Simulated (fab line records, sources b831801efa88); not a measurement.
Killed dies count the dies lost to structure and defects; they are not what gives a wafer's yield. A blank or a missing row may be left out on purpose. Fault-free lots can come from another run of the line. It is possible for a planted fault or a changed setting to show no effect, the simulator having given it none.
fab line records / flow gf180mcu
[record] lots = 12 wafers = 35 lastDay = 34
route steps=602 shown V1@340 M2@363
lots untouched by any fault: they come from a run of this same line in which no faults occurred
startH: hours from the record's opening day to when the first of the lot's shown wafers began / waitH: time in hours since the lot's previous step / " the same as in the row above / L1.1+2: a row that stands for several wafers / - value missing, or start not given / * or withheld: withheld / < > ~ a bound
route shown NAME@n: a module of which the file shows steps, and the number in the route of the first / usual: average and standard deviation across the fault-free wafers / same: alike in all rows / chamber/n: place in a boat / sites: per-site readings / _std_site: standard deviation across them / _edge_site: the outer-site mean with the inner-site mean subtracted / radiusMm: how far each site lies from the wafer's centre / mask NAME#n: copy n / behind: tool/chamber where the wafer was last shaped / hold: reason for holding the lot/hours on hold/outcome of the hold / device: whichever transistor did not switch (one of n, p or np) / end of line: tests run on the same wafers once the route is complete / a step with no rows: only its recipe / killed: at the first sort, the dies lost to defects and structure; wafer yield is something else / map: a wafer's dies, marking killed ones x, the rest . and places with no die _
set.NAME: setting as actually run; set.NAME@STEP: the setting as run at that earlier step / model.NAME: the simulator's own value behind a step, which no gauge read
one table for each step of the route and one row for each wafer, over a sample of lots
services: from which hour (startH, from the record's first day; less than 0 if before it) a tool's chamber was out of use, for how many hours, and why
[[steps]]
[step GF_V1_BOW_MEAS_05]
[recipe] mode = bow
[usual] V1_BOW = 83/6.9
lot.wafer=L203.2 tool=filmMetro-03 chamber=- startH=391.50 waitH=0.2 V1_BOW[um]=74
lot.wafer=L203.4 tool=filmMetro-03 chamber=- startH=391.50 waitH=0.2 V1_BOW[um]=75
lot.wafer=L203.5 tool=filmMetro-03 chamber=- startH=391.50 waitH=0.2 V1_BOW[um]=90
lot.wafer=L204.2 tool=filmMetro-03 chamber=- startH=397.28 waitH=0.3 V1_BOW[um]=72
lot.wafer=L204.4 tool=filmMetro-03 chamber=- startH=397.28 waitH=0.3 V1_BOW[um]=79
lot.wafer=L204.5 tool=filmMetro-03 chamber=- startH=397.28 waitH=0.3 V1_BOW[um]=77
lot.wafer=L206.1 tool=filmMetro-03 chamber=- startH=416.22 waitH=0.1 V1_BOW[um]=81
lot.wafer=L206.3 tool=filmMetro-03 chamber=- startH=416.22 waitH=0.1 V1_BOW[um]=74
lot.wafer=L206.4 tool=filmMetro-03 chamber=- startH=416.22 waitH=0.1 V1_BOW[um]=87
lot.wafer=L208.2 tool=filmMetro-02 chamber=- startH=437.48 waitH=0.1 V1_BOW[um]=82
lot.wafer=L208.3 tool=filmMetro-02 chamber=- startH=437.48 waitH=0.1 V1_BOW[um]=85
lot.wafer=L208.6 tool=filmMetro-02 chamber=- startH=437.48 waitH=0.1 V1_BOW[um]=66
lot.wafer=L211.1 tool=filmMetro-01 chamber=- startH=464.02 waitH=0.2 V1_BOW[um]=77
lot.wafer=L211.2 tool=filmMetro-01 chamber=- startH=464.02 waitH=0.2 V1_BOW[um]=80
lot.wafer=L211.3 tool=filmMetro-01 chamber=- startH=464.02 waitH=0.2 V1_BOW[um]=75
lot.wafer=L213.2 tool=filmMetro-01 chamber=- startH=476.05 waitH=0.2 V1_BOW[um]=85
lot.wafer=L213.4 tool=filmMetro-01 chamber=- startH=476.05 waitH=0.2 V1_BOW[um]=85
lot.wafer=L214.1 tool=filmMetro-03 chamber=- startH=485.04 waitH=0.2 V1_BOW[um]=93
lot.wafer=L214.2 tool=filmMetro-03 chamber=- startH=485.04 waitH=0.2 V1_BOW[um]=91
lot.wafer=L214.3 tool=filmMetro-03 chamber=- startH=485.04 waitH=0.2 V1_BOW[um]=84
lot.wafer=L220.2 tool=filmMetro-02 chamber=- startH=541.99 waitH=0.2 V1_BOW[um]=79
lot.wafer=L220.3 tool=filmMetro-02 chamber=- startH=541.99 waitH=0.2 V1_BOW[um]=82
lot.wafer=L220.5 tool=filmMetro-02 chamber=- startH=541.99 waitH=0.2 V1_BOW[um]=69
lot.wafer=L221.2 tool=filmMetro-01 chamber=- startH=544.71 waitH=0.2 V1_BOW[um]=86
lot.wafer=L221.3 tool=filmMetro-01 chamber=- startH=544.71 waitH=0.2 V1_BOW[um]=81
lot.wafer=L221.4 tool=filmMetro-01 chamber=- startH=544.71 waitH=0.2 V1_BOW[um]=85
lot.wafer=L222.4 tool=filmMetro-03 chamber=- startH=554.34 waitH=0.2 V1_BOW[um]=82
lot.wafer=L222.5 tool=filmMetro-03 chamber=- startH=554.34 waitH=0.2 V1_BOW[um]=91
lot.wafer=L222.6 tool=filmMetro-03 chamber=- startH=554.34 waitH=0.2 V1_BOW[um]=83
lot.wafer=L224.1 tool=filmMetro-02 chamber=- startH=569.20 waitH=0.1 V1_BOW[um]=72
lot.wafer=L224.2 tool=filmMetro-02 chamber=- startH=569.20 waitH=0.1 V1_BOW[um]=80
lot.wafer=L224.3 tool=filmMetro-02 chamber=- startH=569.20 waitH=0.1 V1_BOW[um]=87
lot.wafer=L226.3 tool=filmMetro-01 chamber=- startH=580.84 waitH=0.3 V1_BOW[um]=95
lot.wafer=L226.4 tool=filmMetro-01 chamber=- startH=580.84 waitH=0.3 V1_BOW[um]=80
lot.wafer=L226.5 tool=filmMetro-01 chamber=- startH=580.84 waitH=0.3 V1_BOW[um]=94
[step GF_V1_SPUTTER_21]
[recipe] material = Ti targetThkNm = 15 chamberPressurePa = 5 powerW = 2500 substrateTempC = 200 timeS = 80.02
[usual] chamberPressurePa = 5.002/0.011 throttleValvePct = 30.2/0.66
lot.wafer=L203.2 tool=pvdSputter-02 chamber=- startH=415.82 waitH=0.0 chamberPressurePa=4.988 throttleValvePct=29.5
lot.wafer=L203.4 tool=pvdSputter-02 chamber=- startH=415.82 waitH=0.0 chamberPressurePa=5.007 throttleValvePct=30.5
lot.wafer=L203.5 tool=pvdSputter-02 chamber=- startH=415.82 waitH=0.0 chamberPressurePa=5.001 throttleValvePct=30.6
lot.wafer=L204.2 tool=pvdSputter-01 chamber=- startH=422.08 waitH=0.0 chamberPressurePa=5.004 throttleValvePct=29.1
lot.wafer=L204.4 tool=pvdSputter-01 chamber=- startH=422.08 waitH=0.0 chamberPressurePa=5.002 throttleValvePct=31.6
lot.wafer=L204.5 tool=pvdSputter-01 chamber=- startH=422.08 waitH=0.0 chamberPressurePa=5.008 throttleValvePct=29.0
lot.wafer=L206.1 tool=pvdSputter-02 chamber=- startH=441.12 waitH=0.0 chamberPressurePa=4.990 throttleValvePct=30.8
lot.wafer=L206.3 tool=pvdSputter-02 chamber=- startH=441.12 waitH=0.0 chamberPressurePa=5.004 throttleValvePct=29.4
lot.wafer=L206.4 tool=pvdSputter-02 chamber=- startH=441.12 waitH=0.0 chamberPressurePa=5.005 throttleValvePct=30.6
lot.wafer=L208.2 tool=pvdSputter-03 chamber=- startH=463.18 waitH=0.0 chamberPressurePa=5.002 throttleValvePct=30.4
lot.wafer=L208.3 tool=pvdSputter-03 chamber=- startH=463.18 waitH=0.0 chamberPressurePa=4.996 throttleValvePct=30.2
lot.wafer=L208.6 tool=pvdSputter-03 chamber=- startH=463.18 waitH=0.0 chamberPressurePa=5.004 throttleValvePct=30.6
lot.wafer=L211.1 tool=pvdSputter-03 chamber=- startH=488.89 waitH=0.0 chamberPressurePa=5.004 throttleValvePct=29.8
lot.wafer=L211.2 tool=pvdSputter-03 chamber=- startH=488.89 waitH=0.0 chamberPressurePa=5.006 throttleValvePct=29.9
lot.wafer=L211.3 tool=pvdSputter-03 chamber=- startH=488.89 waitH=0.0 chamberPressurePa=5.014 throttleValvePct=29.9
lot.wafer=L213.2 tool=pvdSputter-01 chamber=- startH=500.66 waitH=0.0 chamberPressurePa=4.987 throttleValvePct=30.5
lot.wafer=L213.4 tool=pvdSputter-01 chamber=- startH=500.66 waitH=0.0 chamberPressurePa=5.006 throttleValvePct=31.0
lot.wafer=L214.1 tool=pvdSputter-01 chamber=- startH=509.73 waitH=0.0 chamberPressurePa=4.995 throttleValvePct=31.3
lot.wafer=L214.2 tool=pvdSputter-01 chamber=- startH=509.73 waitH=0.0 chamberPressurePa=5.037 throttleValvePct=30.9
lot.wafer=L214.3 tool=pvdSputter-01 chamber=- startH=509.73 waitH=0.0 chamberPressurePa=5.018 throttleValvePct=30.8
lot.wafer=L220.2 tool=pvdSputter-03 chamber=- startH=564.82 waitH=0.0 chamberPressurePa=5.015 throttleValvePct=29.7
lot.wafer=L220.3 tool=pvdSputter-03 chamber=- startH=564.82 waitH=0.0 chamberPressurePa=5.012 throttleValvePct=29.9
lot.wafer=L220.5 tool=pvdSputter-03 chamber=- startH=564.82 waitH=0.0 chamberPressurePa=5.002 throttleValvePct=30.7
lot.wafer=L221.2 tool=pvdSputter-01 chamber=- startH=568.07 waitH=0.0 chamberPressurePa=4.982 throttleValvePct=30.3
lot.wafer=L221.3 tool=pvdSputter-01 chamber=- startH=568.07 waitH=0.0 chamberPressurePa=5.000 throttleValvePct=28.8
lot.wafer=L221.4 tool=pvdSputter-01 chamber=- startH=568.07 waitH=0.0 chamberPressurePa=5.003 throttleValvePct=31.6
lot.wafer=L222.4 tool=pvdSputter-03 chamber=- startH=577.52 waitH=0.0 chamberPressurePa=5.000 throttleValvePct=29.9
lot.wafer=L222.5 tool=pvdSputter-03 chamber=- startH=577.52 waitH=0.0 chamberPressurePa=5.021 throttleValvePct=30.0
lot.wafer=L222.6 tool=pvdSputter-03 chamber=- startH=577.52 waitH=0.0 chamberPressurePa=5.004 throttleValvePct=29.7
lot.wafer=L224.1 tool=pvdSputter-03 chamber=- startH=591.79 waitH=0.0 chamberPressurePa=4.978 throttleValvePct=29.7
lot.wafer=L224.2 tool=pvdSputter-03 chamber=- startH=591.79 waitH=0.0 chamberPressurePa=5.007 throttleValvePct=30.5
lot.wafer=L224.3 tool=pvdSputter-03 chamber=- startH=591.79 waitH=0.0 chamberPressurePa=5.009 throttleValvePct=29.8
lot.wafer=L226.3 tool=pvdSputter-03 chamber=- startH=603.27 waitH=0.0 chamberPressurePa=5.015 throttleValvePct=30.0
lot.wafer=L226.4 tool=pvdSputter-03 chamber=- startH=603.27 waitH=0.0 chamberPressurePa=5.020 throttleValvePct=30.3
lot.wafer=L226.5 tool=pvdSputter-03 chamber=- startH=603.27 waitH=0.0 chamberPressurePa=5.029 throttleValvePct=30.3
[step GF_V1_CVD_23]
[recipe] material = W targetThkNm = 350 timeS = 105.05 tempC = 400 pressureTorr = 40
[usual] chamberPressureTorr = 39.99/0.087 heaterPowerOuterW = 589/81 heaterPowerW = 932/120
lot.wafer=L203.2 tool=cvdW-02 chamber=1 startH=415.92 waitH=0.0 chamberPressureTorr=39.99 heaterPowerOuterW=666 heaterPowerW=997
lot.wafer=L203.4 tool=cvdW-02 chamber=0 startH=415.92 waitH=0.0 chamberPressureTorr=39.96 heaterPowerOuterW=501 heaterPowerW=822
lot.wafer=L203.5 tool=cvdW-02 chamber=1 startH=415.92 waitH=0.0 chamberPressureTorr=40.18 heaterPowerOuterW=651 heaterPowerW=1022
lot.wafer=L204.2 tool=cvdW-02 chamber=0 startH=422.18 waitH=0.0 chamberPressureTorr=39.95 heaterPowerOuterW=487 heaterPowerW=835
lot.wafer=L204.4 tool=cvdW-02 chamber=1 startH=422.18 waitH=0.0 chamberPressureTorr=39.92 heaterPowerOuterW=659 heaterPowerW=982
lot.wafer=L204.5 tool=cvdW-02 chamber=1 startH=422.18 waitH=0.0 chamberPressureTorr=39.91 heaterPowerOuterW=662 heaterPowerW=1028
lot.wafer=L206.1 tool=cvdW-02 chamber=1 startH=441.22 waitH=0.0 chamberPressureTorr=40.05 heaterPowerOuterW=653 heaterPowerW=998
lot.wafer=L206.3 tool=cvdW-02 chamber=1 startH=441.22 waitH=0.0 chamberPressureTorr=39.83 heaterPowerOuterW=649 heaterPowerW=1015
lot.wafer=L206.4 tool=cvdW-02 chamber=0 startH=441.22 waitH=0.0 chamberPressureTorr=40.12 heaterPowerOuterW=501 heaterPowerW=828
lot.wafer=L208.2 tool=cvdW-01 chamber=0 startH=463.28 waitH=0.0 chamberPressureTorr=40.11 heaterPowerOuterW=528 heaterPowerW=812
lot.wafer=L208.3 tool=cvdW-01 chamber=1 startH=463.28 waitH=0.0 chamberPressureTorr=40.07 heaterPowerOuterW=671 heaterPowerW=1042
lot.wafer=L208.6 tool=cvdW-01 chamber=0 startH=463.28 waitH=0.0 chamberPressureTorr=40.09 heaterPowerOuterW=516 heaterPowerW=822
lot.wafer=L211.1 tool=cvdW-01 chamber=1 startH=488.99 waitH=0.0 chamberPressureTorr=39.92 heaterPowerOuterW=682 heaterPowerW=1089
lot.wafer=L211.2 tool=cvdW-01 chamber=0 startH=488.99 waitH=0.0 chamberPressureTorr=37.92 heaterPowerOuterW=516 heaterPowerW=817
lot.wafer=L211.3 tool=cvdW-01 chamber=0 startH=488.99 waitH=0.0 chamberPressureTorr=37.77 heaterPowerOuterW=525 heaterPowerW=831
lot.wafer=L213.2 tool=cvdW-01 chamber=0 startH=500.76 waitH=0.0 chamberPressureTorr=37.73 heaterPowerOuterW=523 heaterPowerW=806
lot.wafer=L213.4 tool=cvdW-01 chamber=0 startH=500.76 waitH=0.0 chamberPressureTorr=37.84 heaterPowerOuterW=524 heaterPowerW=823
lot.wafer=L214.1 tool=cvdW-02 chamber=1 startH=509.83 waitH=0.0 chamberPressureTorr=39.99 heaterPowerOuterW=666 heaterPowerW=1005
lot.wafer=L214.2 tool=cvdW-02 chamber=0 startH=509.83 waitH=0.0 chamberPressureTorr=39.99 heaterPowerOuterW=489 heaterPowerW=832
lot.wafer=L214.3 tool=cvdW-02 chamber=1 startH=509.83 waitH=0.0 chamberPressureTorr=39.84 heaterPowerOuterW=651 heaterPowerW=994
lot.wafer=L220.2 tool=cvdW-01 chamber=1 startH=564.92 waitH=0.0 chamberPressureTorr=39.88 heaterPowerOuterW=691 heaterPowerW=1081
lot.wafer=L220.3 tool=cvdW-01 chamber=1 startH=564.92 waitH=0.0 chamberPressureTorr=39.97 heaterPowerOuterW=686 heaterPowerW=1076
lot.wafer=L220.5 tool=cvdW-01 chamber=0 startH=564.92 waitH=0.0 chamberPressureTorr=39.86 heaterPowerOuterW=536 heaterPowerW=805
lot.wafer=L221.2 tool=cvdW-01 chamber=0 startH=568.17 waitH=0.0 chamberPressureTorr=39.97 heaterPowerOuterW=531 heaterPowerW=822
lot.wafer=L221.3 tool=cvdW-01 chamber=0 startH=568.17 waitH=0.0 chamberPressureTorr=39.84 heaterPowerOuterW=515 heaterPowerW=801
lot.wafer=L221.4 tool=cvdW-01 chamber=1 startH=568.17 waitH=0.0 chamberPressureTorr=40.13 heaterPowerOuterW=677 heaterPowerW=1114
lot.wafer=L222.4 tool=cvdW-01 chamber=1 startH=577.66 waitH=0.1 chamberPressureTorr=39.96 heaterPowerOuterW=684 heaterPowerW=1042
lot.wafer=L222.5 tool=cvdW-01 chamber=0 startH=577.66 waitH=0.1 chamberPressureTorr=39.94 heaterPowerOuterW=519 heaterPowerW=807
lot.wafer=L222.6 tool=cvdW-01 chamber=1 startH=577.66 waitH=0.1 chamberPressureTorr=40.18 heaterPowerOuterW=692 heaterPowerW=1085
lot.wafer=L224.1 tool=cvdW-01 chamber=0 startH=591.89 waitH=0.0 chamberPressureTorr=39.94 heaterPowerOuterW=516 heaterPowerW=813
lot.wafer=L224.2 tool=cvdW-01 chamber=1 startH=591.89 waitH=0.0 chamberPressureTorr=39.97 heaterPowerOuterW=685 heaterPowerW=1070
lot.wafer=L224.3 tool=cvdW-01 chamber=0 startH=591.89 waitH=0.0 chamberPressureTorr=39.97 heaterPowerOuterW=531 heaterPowerW=814
lot.wafer=L226.3 tool=cvdW-01 chamber=1 startH=603.41 waitH=0.1 chamberPressureTorr=40.06 heaterPowerOuterW=695 heaterPowerW=1102
lot.wafer=L226.4 tool=cvdW-01 chamber=0 startH=603.41 waitH=0.1 chamberPressureTorr=40.02 heaterPowerOuterW=546 heaterPowerW=840
lot.wafer=L226.5 tool=cvdW-01 chamber=0 startH=603.41 waitH=0.1 chamberPressureTorr=39.88 heaterPowerOuterW=524 heaterPowerW=821
[step GF_V1_RS_MEAS_24]
[recipe] thkMeasGauge = four-point-probe reads = W_of_V1_CVD_23+TiN_of_V1_SPUTTER_22+Ti_of_V1_SPUTTER_21
[usual] V1_W_RS = 0.327/0.0045
lot.wafer=L203.2 tool=filmMetro-01 chamber=- startH=416.05 waitH=0.1 hold=- V1_W_RS[ohm/sq]=0.322
lot.wafer=L203.4 tool=filmMetro-01 chamber=- startH=416.05 waitH=0.1 hold=- V1_W_RS[ohm/sq]=0.321
lot.wafer=L203.5 tool=filmMetro-01 chamber=- startH=416.05 waitH=0.1 hold=- V1_W_RS[ohm/sq]=0.324
lot.wafer=L204.2 tool=filmMetro-02 chamber=- startH=422.31 waitH=0.1 hold=- V1_W_RS[ohm/sq]=0.318
lot.wafer=L204.4 tool=filmMetro-02 chamber=- startH=422.31 waitH=0.1 hold=- V1_W_RS[ohm/sq]=0.321
lot.wafer=L204.5 tool=filmMetro-02 chamber=- startH=422.31 waitH=0.1 hold=- V1_W_RS[ohm/sq]=0.321
lot.wafer=L206.1 tool=filmMetro-02 chamber=- startH=441.34 waitH=0.1 hold=- V1_W_RS[ohm/sq]=0.324
lot.wafer=L206.3 tool=filmMetro-02 chamber=- startH=441.34 waitH=0.1 hold=- V1_W_RS[ohm/sq]=0.324
lot.wafer=L206.4 tool=filmMetro-02 chamber=- startH=441.34 waitH=0.1 hold=- V1_W_RS[ohm/sq]=0.329
lot.wafer=L208.2 tool=filmMetro-03 chamber=- startH=463.41 waitH=0.1 hold=- V1_W_RS[ohm/sq]=0.331
lot.wafer=L208.3 tool=filmMetro-03 chamber=- startH=463.41 waitH=0.1 hold=- V1_W_RS[ohm/sq]=0.327
lot.wafer=L208.6 tool=filmMetro-03 chamber=- startH=463.41 waitH=0.1 hold=- V1_W_RS[ohm/sq]=0.330
lot.wafer=L211.1 tool=filmMetro-02 chamber=- startH=489.11 waitH=0.1 hold=- V1_W_RS[ohm/sq]=0.335
lot.wafer=L211.2 tool=filmMetro-02 chamber=- startH=489.11 waitH=0.1 hold=- V1_W_RS[ohm/sq]=0.339
lot.wafer=L211.3 tool=filmMetro-02 chamber=- startH=489.11 waitH=0.1 hold=- V1_W_RS[ohm/sq]=0.340
lot.wafer=L213.2 tool=filmMetro-03 chamber=- startH=500.89 waitH=0.1 hold=awaitDispo/0.2h/release V1_W_RS[ohm/sq]=0.344
lot.wafer=L213.4 tool=filmMetro-03 chamber=- startH=500.89 waitH=0.1 hold=awaitDispo/0.2h/release V1_W_RS[ohm/sq]=0.346
lot.wafer=L213.2 tool=filmMetro-03 chamber=- startH=501.17 waitH=0.3 hold=- V1_W_RS[ohm/sq]=0.343
lot.wafer=L213.4 tool=filmMetro-03 chamber=- startH=501.17 waitH=0.3 hold=- V1_W_RS[ohm/sq]=0.346
lot.wafer=L214.1 tool=filmMetro-03 chamber=- startH=509.94 waitH=0.1 hold=- V1_W_RS[ohm/sq]=0.320
lot.wafer=L214.2 tool=filmMetro-03 chamber=- startH=509.94 waitH=0.1 hold=- V1_W_RS[ohm/sq]=0.328
lot.wafer=L214.3 tool=filmMetro-03 chamber=- startH=509.94 waitH=0.1 hold=- V1_W_RS[ohm/sq]=0.320
lot.wafer=L220.2 tool=filmMetro-03 chamber=- startH=565.05 waitH=0.1 hold=- V1_W_RS[ohm/sq]=0.323
lot.wafer=L220.3 tool=filmMetro-03 chamber=- startH=565.05 waitH=0.1 hold=- V1_W_RS[ohm/sq]=0.325
lot.wafer=L220.5 tool=filmMetro-03 chamber=- startH=565.05 waitH=0.1 hold=- V1_W_RS[ohm/sq]=0.330
lot.wafer=L221.2 tool=filmMetro-01 chamber=- startH=568.30 waitH=0.1 hold=- V1_W_RS[ohm/sq]=0.329
lot.wafer=L221.3 tool=filmMetro-01 chamber=- startH=568.30 waitH=0.1 hold=- V1_W_RS[ohm/sq]=0.330
lot.wafer=L221.4 tool=filmMetro-01 chamber=- startH=568.30 waitH=0.1 hold=- V1_W_RS[ohm/sq]=0.326
lot.wafer=L222.4 tool=filmMetro-01 chamber=- startH=577.80 waitH=0.1 hold=- V1_W_RS[ohm/sq]=0.325
lot.wafer=L222.5 tool=filmMetro-01 chamber=- startH=577.80 waitH=0.1 hold=- V1_W_RS[ohm/sq]=0.331
lot.wafer=L222.6 tool=filmMetro-01 chamber=- startH=577.80 waitH=0.1 hold=- V1_W_RS[ohm/sq]=0.329
lot.wafer=L224.1 tool=filmMetro-03 chamber=- startH=592.01 waitH=0.1 hold=- V1_W_RS[ohm/sq]=0.332
lot.wafer=L224.2 tool=filmMetro-03 chamber=- startH=592.01 waitH=0.1 hold=- V1_W_RS[ohm/sq]=0.325
lot.wafer=L224.3 tool=filmMetro-03 chamber=- startH=592.01 waitH=0.1 hold=- V1_W_RS[ohm/sq]=0.333
lot.wafer=L226.3 tool=filmMetro-01 chamber=- startH=603.52 waitH=0.1 hold=- V1_W_RS[ohm/sq]=0.325
lot.wafer=L226.4 tool=filmMetro-01 chamber=- startH=603.52 waitH=0.1 hold=- V1_W_RS[ohm/sq]=0.332
lot.wafer=L226.5 tool=filmMetro-01 chamber=- startH=603.52 waitH=0.1 hold=- V1_W_RS[ohm/sq]=0.335
[step GF_M2_SPUTTER_01]
[recipe] material = TiN targetThkNm = 30 powerW = 6500 timeS = 25 chamberPressurePa = 0.4
[usual] chamberPressurePa = 0.3999/0.00084 throttleValvePct = 30.2/1
lot.wafer=L203.2 tool=pvdSputter-04 chamber=- startH=416.61 waitH=0.1 chamberPressurePa=0.4006 throttleValvePct=32.2
lot.wafer=L203.4 tool=pvdSputter-04 chamber=- startH=416.61 waitH=0.1 chamberPressurePa=0.3997 throttleValvePct=30.7
lot.wafer=L203.5 tool=pvdSputter-04 chamber=- startH=416.61 waitH=0.1 chamberPressurePa=0.3997 throttleValvePct=30.7
lot.wafer=L204.2 tool=pvdSputter-04 chamber=- startH=422.87 waitH=0.1 chamberPressurePa=0.3996 throttleValvePct=28.4
lot.wafer=L204.4 tool=pvdSputter-04 chamber=- startH=422.87 waitH=0.1 chamberPressurePa=0.4010 throttleValvePct=28.4
lot.wafer=L204.5 tool=pvdSputter-04 chamber=- startH=422.87 waitH=0.1 chamberPressurePa=0.3989 throttleValvePct=30.7
lot.wafer=L206.1 tool=pvdSputter-03 chamber=- startH=441.92 waitH=0.1 chamberPressurePa=0.3994 throttleValvePct=29.9
lot.wafer=L206.3 tool=pvdSputter-03 chamber=- startH=441.92 waitH=0.1 chamberPressurePa=0.3979 throttleValvePct=30.0
lot.wafer=L206.4 tool=pvdSputter-03 chamber=- startH=441.92 waitH=0.1 chamberPressurePa=0.3996 throttleValvePct=30.8
lot.wafer=L208.2 tool=pvdSputter-04 chamber=- startH=463.98 waitH=0.1 chamberPressurePa=0.3999 throttleValvePct=30.9
lot.wafer=L208.3 tool=pvdSputter-04 chamber=- startH=463.98 waitH=0.1 chamberPressurePa=0.3994 throttleValvePct=32.1
lot.wafer=L208.6 tool=pvdSputter-04 chamber=- startH=463.98 waitH=0.1 chamberPressurePa=0.4000 throttleValvePct=31.9
lot.wafer=L211.1 tool=pvdSputter-04 chamber=- startH=489.70 waitH=0.1 chamberPressurePa=0.3986 throttleValvePct=30.8
lot.wafer=L211.2 tool=pvdSputter-04 chamber=- startH=489.70 waitH=0.1 chamberPressurePa=0.4004 throttleValvePct=28.7
lot.wafer=L211.3 tool=pvdSputter-04 chamber=- startH=489.70 waitH=0.1 chamberPressurePa=0.3998 throttleValvePct=28.3
lot.wafer=L214.1 tool=pvdSputter-02 chamber=- startH=510.52 waitH=0.1 chamberPressurePa=0.3987 throttleValvePct=31.0
lot.wafer=L214.2 tool=pvdSputter-02 chamber=- startH=510.52 waitH=0.1 chamberPressurePa=0.3984 throttleValvePct=30.7
lot.wafer=L214.3 tool=pvdSputter-02 chamber=- startH=510.52 waitH=0.1 chamberPressurePa=0.3996 throttleValvePct=29.6
lot.wafer=L213.2 tool=pvdSputter-02 chamber=- startH=510.64 waitH=0.1 chamberPressurePa=0.4008 throttleValvePct=29.5
lot.wafer=L213.4 tool=pvdSputter-02 chamber=- startH=510.64 waitH=0.1 chamberPressurePa=0.4013 throttleValvePct=30.7
lot.wafer=L220.2 tool=pvdSputter-03 chamber=- startH=565.61 waitH=0.1 chamberPressurePa=0.4003 throttleValvePct=30.0
lot.wafer=L220.3 tool=pvdSputter-03 chamber=- startH=565.61 waitH=0.1 chamberPressurePa=0.4007 throttleValvePct=30.0
lot.wafer=L220.5 tool=pvdSputter-03 chamber=- startH=565.61 waitH=0.1 chamberPressurePa=0.3989 throttleValvePct=29.9
lot.wafer=L221.2 tool=pvdSputter-02 chamber=- startH=568.86 waitH=0.1 chamberPressurePa=0.3996 throttleValvePct=30.4
lot.wafer=L221.3 tool=pvdSputter-02 chamber=- startH=568.86 waitH=0.1 chamberPressurePa=0.3993 throttleValvePct=30.6
lot.wafer=L221.4 tool=pvdSputter-02 chamber=- startH=568.86 waitH=0.1 chamberPressurePa=0.3989 throttleValvePct=30.8
lot.wafer=L222.4 tool=pvdSputter-02 chamber=- startH=578.32 waitH=0.1 chamberPressurePa=0.4007 throttleValvePct=30.7
lot.wafer=L222.5 tool=pvdSputter-02 chamber=- startH=578.32 waitH=0.1 chamberPressurePa=0.4009 throttleValvePct=30.7
lot.wafer=L222.6 tool=pvdSputter-02 chamber=- startH=578.32 waitH=0.1 chamberPressurePa=0.4002 throttleValvePct=31.0
lot.wafer=L224.1 tool=pvdSputter-02 chamber=- startH=592.59 waitH=0.1 chamberPressurePa=0.3995 throttleValvePct=29.7
lot.wafer=L224.2 tool=pvdSputter-02 chamber=- startH=592.59 waitH=0.1 chamberPressurePa=0.4005 throttleValvePct=30.8
lot.wafer=L224.3 tool=pvdSputter-02 chamber=- startH=592.59 waitH=0.1 chamberPressurePa=0.3994 throttleValvePct=31.1
lot.wafer=L226.3 tool=pvdSputter-04 chamber=- startH=604.06 waitH=0.1 chamberPressurePa=0.4006 throttleValvePct=30.8
lot.wafer=L226.4 tool=pvdSputter-04 chamber=- startH=604.06 waitH=0.1 chamberPressurePa=0.3998 throttleValvePct=31.8
lot.wafer=L226.5 tool=pvdSputter-04 chamber=- startH=604.06 waitH=0.1 chamberPressurePa=0.3998 throttleValvePct=30.7
[[services]]
tool=cvdW-01 chamber=0 startH=404.00 hours=- kind=clean
tool=cvdW-01 chamber=1 startH=404.00 hours=- kind=clean
tool=pvdSputter-01 chamber=- startH=417.52 hours=0.7 kind=repair
tool=pvdSputter-03 chamber=- startH=420.41 hours=3.6 kind=repair
tool=pvdSputter-02 chamber=0 startH=421.95 hours=- kind=consumableReplace:kit
tool=pvdSputter-02 chamber=0 startH=421.95 hours=18.0 kind=scheduledDown
tool=pvdSputter-02 chamber=0 startH=421.95 hours=18.0 kind=ventCycle
tool=cvdW-02 chamber=0 startH=427.13 hours=6.8 kind=repair
tool=cvdW-02 chamber=1 startH=456.25 hours=1.5 kind=repair
tool=pvdSputter-02 chamber=- startH=486.72 hours=6.4 kind=repair
tool=pvdSputter-03 chamber=- startH=489.57 hours=30.4 kind=repair
tool=pvdSputter-04 chamber=- startH=499.70 hours=2.1 kind=repair
tool=pvdSputter-01 chamber=- startH=521.01 hours=4.3 kind=repair
tool=pvdSputter-01 chamber=- startH=527.58 hours=12.1 kind=repair
tool=cvdW-02 chamber=1 startH=530.47 hours=13.1 kind=repair
tool=cvdW-01 chamber=- startH=537.20 hours=6.9 kind=pm
tool=pvdSputter-02 chamber=- startH=563.79 hours=2.6 kind=repair
tool=pvdSputter-04 chamber=2 startH=569.96 hours=- kind=consumableReplace:kit
tool=pvdSputter-04 chamber=2 startH=569.96 hours=18.0 kind=scheduledDown
tool=cvdW-01 chamber=0 startH=573.76 hours=3.5 kind=repair
tool=pvdSputter-04 chamber=- startH=582.77 hours=1.7 kind=repair
tool=pvdSputter-02 chamber=3 startH=597.59 hours=- kind=consumableReplace:kit
tool=pvdSputter-02 chamber=3 startH=597.59 hours=18.0 kind=scheduledDown
tool=pvdSputter-02 chamber=3 startH=597.59 hours=18.0 kind=ventCycle
[[key]]
[firstSign] step = GF_V1_CVD_23 reading = chamberPressureTorr direction = down sigmas = 25 usual = 39.99 struck = 37.81
[effect] step = GF_V1_RS_MEAS_24 reading = visit direction = added
metAt GF_V1_CVD_23
struckLots L211,L213
struckWafers L211.2,L211.3,L213.2,L213.4
notActingAt GF_V1_BOW_MEAS_05,GF_V1_SPUTTER_21,GF_M2_SPUTTER_01
onsetBetween 463.28 488.99
[fault] kind = processParameterDrift tool = cvdW-01 chamber = 0 onsetH = 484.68 steps = GF_V1_CVD_23 channel = pressureTorr offset = -2.1323 shape = step endH = 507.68 actsIn = theseRecipesOnly stated = 40
